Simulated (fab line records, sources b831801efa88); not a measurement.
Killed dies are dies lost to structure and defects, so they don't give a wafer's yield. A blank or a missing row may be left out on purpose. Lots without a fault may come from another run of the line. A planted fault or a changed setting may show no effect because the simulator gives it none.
A struck lot beside a sound one | flow gf180mcu | 14 steps out of a route of 602
Sound: wafers L905.1, L905.4, L905.6. Struck: wafers L913.2, L913.4, L913.5. The cause comes at the end.
At each step with rows: each side's tool, then ch and its chambers, then its first start. Under that, the readings that differ: sound wafers | struck wafers | difference of the means | sigmas: that difference in standard deviations of wafers without a fault.
alike: readings whose means differ by less than 2 such deviations, and words and numbers that are the same on both sides. not compared: withheld readings, readings that some wafer has no value for, bounds like >300 that may hide the same value, and numbers for which the record gives no deviation and whose values overlap.
The two part at a step that has a row with sigmas, a row that says differs or no value, or rows on one side only. Numbers that don't overlap but have no deviation are shown without sigmas and don't part them. A reading that every wafer of one side lacks parts them only if that side has two wafers or more.

GF_V2_CMP_26: polishes, stops on SiO2, t overpolish 15 s, target thk 0 nm.
  sound on cmp-02 ch 0,1,3, day 21 05:29; struck on cmp-01 ch 1,2,3, day 24 05:45
  reading                | sound    | struck   | difference | sigmas
  time_to_endpoint_s (s) | 91 91 87 | 81 80 86 | -7         | -2
  alike: motor_current_A, overpolish_run_s
GF_M3_SPUTTER_00: material Ti, target thk 37.5 nm, time 150 s.
  sound on pvd_sputter-04, day 21 05:44; struck on pvd_sputter-01, day 24 06:00
  alike: throttle_valve_pct
GF_M3_SPUTTER_01: material TiN, target thk 30 nm, time 25 s.
  sound on pvd_sputter-04, day 21 05:50; struck on pvd_sputter-01, day 24 06:06
  alike: throttle_valve_pct
then, 1 step without rows for these wafers: GF_M3_SPUTTER_02 (material AlCu, target thk 450 nm, time 23.9 s).
GF_M3_SPUTTER_03: material Ti, target thk 10 nm, time 6.7 s.
  sound on pvd_sputter-04, day 21 05:54; struck on pvd_sputter-01, day 24 06:10
  alike: throttle_valve_pct
GF_M3_SPUTTER_04: material TiN, target thk 50 nm, time 41.7 s.
  sound on pvd_sputter-04, day 21 05:55; struck on pvd_sputter-01, day 24 06:11
  alike: throttle_valve_pct
GF_M3_RS_MEAS_05: measures by four-point-probe.
  sound on film_metro-04, day 21 05:58; struck on film_metro-03, day 24 06:14
  alike: M3_ALCU_RS
GF_M3_THK_MEAS_06: measures by xrf.
  sound on film_metro-04, day 21 06:05; struck on film_metro-03, day 24 06:21
  alike: M3_ALCU_THK
then, 4 steps without rows for these wafers: GF_M3_DEHYDRATE_07 (time 60 s); GF_M3_HMDS_08 (prime time 60 s); GF_M3_COAT_09 (resist thk 1000 nm); GF_M3_SOFTBAKE_10 (time 60 s).
GF_M3_EXPOSE_11: exposes mask Metal3, target cd 280 nm.
  sound on krf_scanner-01 ch 0, day 21 18:28; struck on krf_scanner-02, day 24 18:02
  no value came back on the struck wafers for exposure_dose_mJ_cm2, focus_offset_nm (nm), sigma_outer; on the sound wafers exposure_dose_mJ_cm2 reads 28.023 27.973 27.942
  alike: mask
then, 1 step without rows for these wafers: GF_M3_PEB_12 (peb time 90 s).

WHERE THEY PART
First at GF_V2_CMP_26; last, within this record, at GF_M3_EXPOSE_11.

WHY: what the simulator had put in
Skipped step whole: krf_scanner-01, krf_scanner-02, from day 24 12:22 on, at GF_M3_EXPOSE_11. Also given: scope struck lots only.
